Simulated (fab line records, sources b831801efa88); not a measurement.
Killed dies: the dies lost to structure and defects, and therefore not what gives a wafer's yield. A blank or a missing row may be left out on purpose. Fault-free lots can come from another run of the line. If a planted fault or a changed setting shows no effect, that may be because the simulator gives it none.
Struck lot and sound lot, side by side / flow sky130 / 14 out of 708 route steps
Sound: the wafers L405.1, L405.3, L405.4. Struck: wafers L404.3, L404.5, L404.6. Last of all comes the cause.
At each step with rows: each side's tool, then ch and its chambers, then its first start. Under that, the readings that differ: sound wafers / struck wafers / difference of the means / sigmas: that difference in standard deviations of wafers without a fault.
alike: words and numbers the same on both sides, and readings whose means are apart by under 2 such deviations; not compared: readings that were withheld, readings missing a value for some wafer, numbers with overlapping values and no deviation given by the record, and bounds like >300 which may hide the same value.
A row with sigmas, a row that says differs or no value, or rows on one side alone: a step with any of these is where the two part. Numbers that have no deviation but don't overlap get no sigmas and don't part them. A reading missing from all wafers of one side parts the sides only when that side holds two or more wafers.

first, 7 steps without rows for these wafers: SKY_METAL1_HMDS_08 (prime time 60 s); SKY_METAL1_COAT_09 (resist thk 59.44 nm); SKY_METAL1_COAT_10 (resist thk 450 nm); SKY_METAL1_SOFTBAKE_11 (time 90 s); SKY_METAL1_EXPOSE_12 (exposes mask MM1, target cd 140 nm); SKY_METAL1_PEB_13; SKY_METAL1_DEVELOP_14 (develop time 60 s).
SKY_METAL1_CD_MEAS_15: target cd 140 nm.
  sound: cd sem-02 at day 36 08:28; struck: cd sem-01 at day 35 22:54
  alike: cd nm
SKY_METAL1_OVL_MEAS_16:
  sound: overlay-01 at day 36 08:35; struck: overlay-02 at day 35 22:59
  alike: METAL1_OVL
SKY_METAL1_DESCUM_17: chemistry O2, time 8 s.
  sound on rie metal-02 ch 0,1, day 36 08:38; struck on rie metal-02 ch 0,1, day 35 23:02
  alike: drypump motor current A, he backside leak sccm, oes product au, rf fwd power W, temp c
  not compared: rf hours counter h
SKY_METAL1_ETCH_18: etches BARC in N2/H2, stops on SiO2, time 45.9 s, target depth 60 nm.
  sound on rie metal-02 ch 0,1, day 36 08:40; struck on rie metal-02 ch 0,1, day 35 23:04
  alike: drypump motor current A, he backside leak sccm, oes product au, rf fwd power W, throttle valve pct
  not compared: rf hours counter h
SKY_METAL1_METAL_ETCH_19: etches the open film in Cl2/BCl3, stops on SiO2, target depth 360 nm, time 78 s.
  sound on rie metal-02 ch 0,1, day 36 08:44; struck on rie metal-02 ch 0,1, day 35 23:08
reading=rf fwd power W (W); sound=898.6 896.8 898.6; struck=888.8 891.5 892.3; difference=-7.1; sigmas=-3
  alike: bcl3 flow sccm, drypump motor current A, he backside leak sccm, oes product au, throttle valve pct
  not compared: rf hours counter h
SKY_METAL1_STRIP_20: strips in O2/N2.
  sound on plasma asher-02 ch 0,1, day 36 08:49; struck on plasma asher-01 ch 0,1, day 35 23:14
  no value came back on the struck wafers for chamber pressure mTorr (mTorr), drypump motor current A (A), oes product au (a.u.), strip time to endpoint s (s); on the sound wafers chamber pressure mTorr (mTorr) reads 1502.2 1501.3 1500.3
reading=model.KrF-thick_of_METAL1_COAT_10.thk nm (nm); sound=0 0 0; struck=152.3 154 163; difference=+156.4; sigmas=
  not compared: rf hours counter h
then, 1 step without rows for these wafers: SKY_METAL1_STRIP_21 (strips in post etch residue remover, time 1200 s).

== WHERE THEY PART ==
First at SKY_METAL1_METAL_ETCH_19; last, within this record, at SKY_METAL1_STRIP_20.

WHY: whatever the simulator had introduced
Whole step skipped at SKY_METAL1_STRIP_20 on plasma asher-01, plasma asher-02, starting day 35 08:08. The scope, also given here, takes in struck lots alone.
